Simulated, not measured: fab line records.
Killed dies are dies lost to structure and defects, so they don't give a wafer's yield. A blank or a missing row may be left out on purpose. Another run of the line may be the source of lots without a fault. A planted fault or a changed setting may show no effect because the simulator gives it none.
Which tool is to blame? + flow sky130 + 10 lots with 30 wafers sampled at 7 steps, on a route of 708 steps

== WHAT THE GAUGES SHOWED, per wafer ==
SKY_SD_N_TW_MEAS_12. Usual: SD_N_TW gives 4019 (standard deviation 32).
| lot  | measured     | on            | SD_N_TW        | flag |
|------|--------------|---------------|----------------|------|
| L849 | day 28 21:11 | film metro-03 | 4056 4037 4042 |      |
| L851 | day 29 17:02 | film metro-03 | 4029 4035 4040 |      |
| L852 | day 29 17:13 | film metro-02 | 3960 3964 3987 |      |
| L856 | day 32 14:06 | film metro-02 | 3454 3436 3428 | OFF  |
| L861 | day 32 19:56 | film metro-02 | 3461 3463 3471 | OFF  |
| L863 | day 32 20:32 | film metro-02 | 4034 3999 4022 |      |
| L868 | day 34 02:35 | film metro-04 | 4064 4058 4044 |      |
| L870 | day 34 13:43 | film metro-03 | 4067 4030 4048 |      |
| L871 | day 35 01:46 | film metro-03 | 4071 4056 4067 |      |
| L872 | day 35 05:36 | film metro-02 | 3955 3968 3972 |      |

SKY_SD_N_RS_MEAS_16: a four-point-probe measurement. Usual: SD_N_RS gives 68.46 ohm/sq (standard deviation 0.13).
| lot  | measured     | on            | SD_N_RS (ohm/sq)     | flag |
|------|--------------|---------------|----------------------|------|
| L849 | day 28 21:29 | film metro-03 | 68.38 68.34 68.31    |      |
| L851 | day 29 17:19 | film metro-03 | 68.39 68.31 68.33    |      |
| L852 | day 29 17:32 | film metro-02 | 68.56 68.43 68.43    |      |
| L856 | day 32 14:24 | film metro-04 | 157.15 155.97 158.24 | OFF  |
| L861 | day 32 20:14 | film metro-04 | 155.10 153.89 151.99 | OFF  |
| L863 | day 32 20:53 | film metro-02 | 68.51 68.48 68.35    |      |
| L868 | day 34 02:53 | film metro-04 | 68.36 68.46 68.33    |      |
| L870 | day 34 13:59 | film metro-04 | 68.52 68.63 68.37    |      |
| L871 | day 35 02:05 | film metro-02 | 68.64 68.44 68.48    |      |
| L872 | day 35 05:54 | film metro-04 | 68.58 68.66 68.65    |      |

SKY_LI_CONTACT_CD_MEAS_12: target cd 170 nm. Usual: cd nm 170.3 nm, standard deviation 1.6.
| lot  | measured     | on        | cd nm (nm)        | flag |
|------|--------------|-----------|-------------------|------|
| L849 | day 30 01:56 | cd sem-02 | 169.3 169.0 167.6 |      |
| L851 | day 30 21:59 | cd sem-01 | 168.6 168.8 169.0 |      |
| L852 | day 30 22:37 | cd sem-01 | 169.2 167.3 167.4 |      |
| L856 | day 33 16:49 | cd sem-02 | 168.2 169.7 168.2 |      |
| L861 | day 33 22:26 | cd sem-02 | 169.4 168.2 168.6 |      |
| L863 | day 34 00:10 | cd sem-01 | 172.5 173.1 172.2 |      |
| L868 | day 35 06:13 | cd sem-02 | 169.7 170.4 168.6 |      |
| L870 | day 35 17:11 | cd sem-01 | 167.7 169.6 169.3 |      |
| L871 | day 36 04:50 | cd sem-01 | 170.2 171.9 170.6 |      |
| L872 | day 36 08:35 | cd sem-02 | 168.5 169.6 169.1 |      |

== WHICH TOOL RAN EACH LOT (tool, then ch and the chambers of the sampled wafers, then the start) ==
| lot  | SKY_LDD_LDN_STRIP_12                 | SKY_SPACER_ETCHBACK_02             | SKY_SD_N_IMPLANT_09             | SKY_SD_N_STRIP_11                    |
|------|--------------------------------------|------------------------------------|---------------------------------|--------------------------------------|
| L849 | plasma asher-02 ch 1, day 23 23:01   | rie diel-03 ch 1,2,3, day 24 01:08 | implanter-03 ch 0, day 28 20:48 | plasma asher-03 ch 1, day 28 21:05   |
| L851 | plasma asher-03 ch 0,1, day 24 18:01 | rie diel-01 ch 0,2,3, day 24 20:38 | implanter-03 ch 0, day 29 16:38 | plasma asher-03 ch 0,1, day 29 16:56 |
| L852 | plasma asher-04 ch 0,1, day 24 18:40 | rie diel-03 ch 0,2, day 24 20:38   | implanter-04 ch 0, day 29 16:49 | plasma asher-04 ch 0,1, day 29 17:07 |
| L856 | plasma asher-02 ch 0,1, day 27 19:52 | rie diel-02 ch 0,2, day 27 22:02   | implanter-03 ch 0, day 32 13:43 | plasma asher-02 ch 1, day 32 13:59   |
| L861 | plasma asher-03 ch 0,1, day 28 00:43 | rie diel-02 ch 1,2, day 28 03:17   | implanter-03 ch 0, day 32 19:33 | plasma asher-04 ch 0,1, day 32 19:50 |
| L863 | plasma asher-03 ch 0,1, day 28 01:02 | rie diel-01 ch 0,2,3, day 28 03:20 | implanter-04 ch 0, day 32 20:08 | plasma asher-04 ch 0,1, day 32 20:26 |
| L868 | plasma asher-02 ch 0,1, day 29 13:56 | rie diel-02 ch 0,1,2, day 29 15:29 | implanter-02 ch 0, day 34 02:12 | plasma asher-04 ch 0,1, day 34 02:29 |
| L870 | plasma asher-03 ch 0,1, day 30 02:40 | rie diel-03 ch 0,1,2, day 30 04:08 | implanter-02 ch 0, day 34 13:19 | plasma asher-04 ch 1, day 34 13:37   |
| L871 | plasma asher-04 ch 0,1, day 30 11:47 | rie diel-02 ch 0,1, day 30 13:41   | implanter-04 ch 0, day 35 01:24 | plasma asher-04 ch 0,1, day 35 01:40 |
| L872 | plasma asher-04 ch 0,1, day 30 17:04 | rie diel-01 ch 0,1,3, day 30 18:33 | implanter-04 ch 0, day 35 05:13 | plasma asher-03 ch 0,1, day 35 05:29 |
- SKY_LDD_LDN_STRIP_12: strips in O2/N2.
- SKY_SPACER_ETCHBACK_02: etches Si3N4 in CH3F/O2, stops on SiO2, time 46.7 s, target depth 45 nm.
- SKY_SD_N_IMPLANT_09
- SKY_SD_N_STRIP_11: strips in O2/N2.

== AS READ BY THE TOOLS THEMSELVES (means over the sampled wafers that have a number; for cases with no such wafer, the mark the record gives instead) ==
SKY_LDD_LDN_STRIP_12. Usual: drypump motor current A 5.6 A, standard deviation 0.49; oes product au 0.715 a.u., standard deviation 0.005; strip time to endpoint s 14.275 s, standard deviation 0.029.
| lot  | tool            | drypump motor current A (A) | oes product au (a.u.) | strip time to endpoint s (s) | flag |
|------|-----------------|-----------------------------|-----------------------|------------------------------|------|
| L849 | plasma asher-02 | 4.7                         | 0.715                 | 14.294                       |      |
| L851 | plasma asher-03 | 5.8                         | 0.710                 | 14.298                       |      |
| L852 | plasma asher-04 | 5.9                         | 0.718                 | 14.296                       |      |
| L856 | plasma asher-02 | 4.9                         | 0.715                 | 14.276                       |      |
| L861 | plasma asher-03 | 5.8                         | 0.719                 | 14.293                       |      |
| L863 | plasma asher-03 | 5.8                         | 0.716                 | 14.285                       |      |
| L868 | plasma asher-02 | 5.0                         | 0.710                 | 14.270                       |      |
| L870 | plasma asher-03 | 5.8                         | 0.720                 | 14.261                       |      |
| L871 | plasma asher-04 | 6.0                         | 0.718                 | 14.255                       |      |
| L872 | plasma asher-04 | 6.0                         | 0.714                 | 14.290                       |      |

SKY_SPACER_ETCHBACK_02. Usual: drypump motor current A 5.9 A, standard deviation 0.31; oes product au 0.854 a.u., standard deviation 0.0062; throttle valve pct 10.564 %, standard deviation 0.0087.
| lot  | tool        | drypump motor current A (A) | oes product au (a.u.) | throttle valve pct (%) | flag |
|------|-------------|-----------------------------|-----------------------|------------------------|------|
| L849 | rie diel-03 | 5.7                         | 0.857                 | 10.570                 |      |
| L851 | rie diel-01 | 5.9                         | 0.855                 | 10.557                 |      |
| L852 | rie diel-03 | 6.2                         | 0.854                 | 10.554                 |      |
| L856 | rie diel-02 | 6.0                         | 0.847                 | 10.571                 |      |
| L861 | rie diel-02 | 5.7                         | 0.864                 | 10.564                 |      |
| L863 | rie diel-01 | 5.9                         | 0.857                 | 10.562                 |      |
| L868 | rie diel-02 | 5.8                         | 0.859                 | 10.572                 |      |
| L870 | rie diel-03 | 5.8                         | 0.851                 | 10.560                 |      |
| L871 | rie diel-02 | 5.7                         | 0.852                 | 10.558                 |      |
| L872 | rie diel-01 | 5.8                         | 0.851                 | 10.557                 |      |

SKY_SD_N_IMPLANT_09. Usual: beam on s 15.9 s, standard deviation 0.7; dose ions cm2 4.001e+15, standard deviation 4.4e+12; end station pressure torr 1.5e-05 Torr, standard deviation 9.7e-07; faraday current uA 13740, standard deviation 580.
| lot  | tool         | beam on s (s) | dose ions cm2 | end station pressure torr (Torr) | faraday current uA | flag |
|------|--------------|---------------|---------------|----------------------------------|--------------------|------|
| L849 | implanter-03 | 15.4          | 4.004e+15     | 1.6e-05                          | 14181              |      |
| L851 | implanter-03 | 15.3          | 3.999e+15     | 1.5e-05                          | 14213              |      |
| L852 | implanter-04 | 16.9          | 4.002e+15     | 1.4e-05                          | 12960              |      |
| L856 | implanter-03 | 10.0          | 5.493e+14     | 7.4e-06                          | 3080               | OFF  |
| L861 | implanter-03 | 9.8           | 5.520e+14     | 7.6e-06                          | 3127               | OFF  |
| L863 | implanter-04 | 16.8          | 4.000e+15     | 1.4e-05                          | 12996              |      |
| L868 | implanter-02 | 16.5          | 3.996e+15     | 1.5e-05                          | 13199              |      |
| L870 | implanter-02 | 16.5          | 4.004e+15     | 1.5e-05                          | 13201              |      |
| L871 | implanter-04 | 16.6          | 3.999e+15     | 1.4e-05                          | 13144              |      |
| L872 | implanter-04 | 16.6          | 3.995e+15     | 1.5e-05                          | 13152              |      |

SKY_SD_N_STRIP_11. Usual: drypump motor current A 5.7 A, standard deviation 0.46; oes product au 0.526 a.u., standard deviation 0.0045; strip time to endpoint s 22.43 s, standard deviation 0.038.
| lot  | tool            | drypump motor current A (A) | oes product au (a.u.) | strip time to endpoint s (s) | flag |
|------|-----------------|-----------------------------|-----------------------|------------------------------|------|
| L849 | plasma asher-03 | 5.7                         | 0.524                 | 22.41                        |      |
| L851 | plasma asher-03 | 6.0                         | 0.525                 | 22.46                        |      |
| L852 | plasma asher-04 | 6.0                         | 0.526                 | 22.42                        |      |
| L856 | plasma asher-02 | 4.7                         | 0.643                 | 16.11                        | OFF  |
| L861 | plasma asher-04 | 5.7                         | 0.639                 | 16.24                        | OFF  |
| L863 | plasma asher-04 | 6.0                         | 0.524                 | 22.46                        |      |
| L868 | plasma asher-04 | 6.0                         | 0.525                 | 22.41                        |      |
| L870 | plasma asher-04 | 5.5                         | 0.521                 | 22.44                        |      |
| L871 | plasma asher-04 | 5.7                         | 0.527                 | 22.37                        |      |
| L872 | plasma asher-03 | 6.0                         | 0.522                 | 22.40                        |      |

== THE ANSWER, worked out from the rows above alone ==
Rule: lot off if the mean of its wafers having a number is beyond 3 standard deviations from the usual mean. Also off: a lot with no number at a reading for which 4 or more lots have one. All remaining lots with rows at the step are treated as sound. First the gauges in route order, then the tools' own readings, where a lot's mean is used as printed above. The first step at which some lot is off is used, and at that step the reading that is off furthest; a lot without a number counts as furthest.
Off: L856, L861, seen at SKY_SD_N_TW_MEAS_12 (SD_N_TW).
A tool fits if, at a process step before that reading, it ran every lot that is off, and no sound lot after the first of them. Not tried: the gauges at SKY_SD_N_TW_MEAS_12; whatever is off there is also off at SKY_SD_N_RS_MEAS_16, on other tools, and gauge error can't account for it. One fits: implanter-03 at SKY_SD_N_IMPLANT_09. A fault onset in the window from L851 (day 29 16:38, its last sound lot) to L856 (day 32 13:43, its first lot off) fits.
The tool's own readings at SKY_SD_N_IMPLANT_09 bear it out: on the lots that are off they differ by more than 5 times the standard deviation of the sound lots' means. beam on s reads 9.9 s there against 16.3 s on the sound lots; dose ions cm2 reads 5.506e+14 there against 4.000e+15 on the sound lots; end station pressure torr reads 7.5e-06 Torr there against 1.5e-05 Torr on the sound lots; faraday current uA reads 3104 there against 13381 on the sound lots.

== WHAT THE SIMULATOR PUT IN ==
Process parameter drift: implanter-03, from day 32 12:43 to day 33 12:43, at SKY_SD_N_IMPLANT_09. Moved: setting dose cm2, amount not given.
Lots struck among those shown: L856, L861. The rule given above showed the same thing.
